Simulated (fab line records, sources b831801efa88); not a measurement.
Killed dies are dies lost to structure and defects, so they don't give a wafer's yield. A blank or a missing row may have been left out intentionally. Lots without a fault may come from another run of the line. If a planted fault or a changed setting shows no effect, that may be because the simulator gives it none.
Code-filled problem report in 8D (eight disciplines) form / flow sky130 / the parts of the form that need people (team, actions taken, sign-off) are left out

## 1. WHAT IS WRONG
At SKY_METAL1_ETCH_18, rf-fwd-power-W averages 695.7 W over 6 wafers from 2 lots, while fault-free wafers read 495.4 W, standard deviation 1.6. So: +99 or more standard deviations from the usual mean.
The step: etches BARC in N2/H2, stops on SiO2, time 45.9 s, target depth 60 nm.
Seen first at day 36 15:47 on rie-metal-03, wafer L768.1. Wafers with a number at this step in the record: 33, from 11 lots. Rule for "out" (also "out of limits"): further than 4 standard deviations from the usual mean. The other wafers with a number count as sound.

## 2. WHAT IT IS; WHAT IT IS NOT
question=which readings at this step | is=rf-fwd-power-W | is not=drypump-motor-current-A, oes-product-au
question=which lots | is=L768, L769 | is not=L758, L759, L760, L761, L764, L773, L774, L777, L778
question=which wafers of those lots | is=all that have a number | is not=-
question=read on which tools | is=rie-metal-03 | is not=rie-metal-01, rie-metal-04
question=when | is=from day 36 15:47 | is not=up to then (15 sound wafers); but 12 sound wafers of L773, L774, L777, L778 came after

## 3. WHAT RULES OUT EACH SUSPECT
Counting: any tool at a process step up to the reading is kept as a suspect provided that every lot that is out went through it and no sound lot did after the first of them.
- rie-metal-03 at SKY_METAL1_ETCH_18 (etches BARC in N2/H2, stops on SiO2, time 45.9 s, target depth 60 nm): kept. All lots that are out passed through it, beginning with L768 at day 36 15:47, and no sound lot followed; its final sound lot before that point was L764 at day 35 09:23. Its own rf-fwd-power-W readings are out on those wafers.
After counting, what remains is rie-metal-03 at SKY_METAL1_ETCH_18.

## 4. THE CAUSE (what the simulator had put in)
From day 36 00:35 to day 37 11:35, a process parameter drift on rie-metal-03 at SKY_METAL1_ETCH_18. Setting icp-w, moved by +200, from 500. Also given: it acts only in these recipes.
This tool alone remained once counting was done.

## 5. THE EFFECT CHAIN, in route order
Rows list readings where the struck wafers' mean (over those with a number) sits beyond 3 standard deviations from the usual. Only readings whose record carries a usual standard deviation are examined. hours: median over the lots of the time between each lot's start at the first step of this table that gives one and its start at this step. sigmas: the change, counted in usual standard deviations.
hours=0; step=SKY_METAL1_ETCH_18; reading=rf-fwd-power-W; usual=495.4 W; on struck wafers=695.7; change=+200.3; sigmas=+99 or more
hours=0; step=SKY_METAL1_STRIP_20; reading=strip-time-to-endpoint-s; usual=2.69 s; on struck wafers=2.54; change=-0.15; sigmas=-4.1
Process steps it contains:
- SKY_METAL1_ETCH_18: etches BARC in N2/H2, stops on SiO2, time 45.9 s, target depth 60 nm.
- SKY_METAL1_STRIP_20: strips in O2/N2.

## 6. WHAT WOULD HAVE CAUGHT IT SOONER
In this record the first reading out of limits was taken at day 36 15:47, 15 hours after the fault began at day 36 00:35.
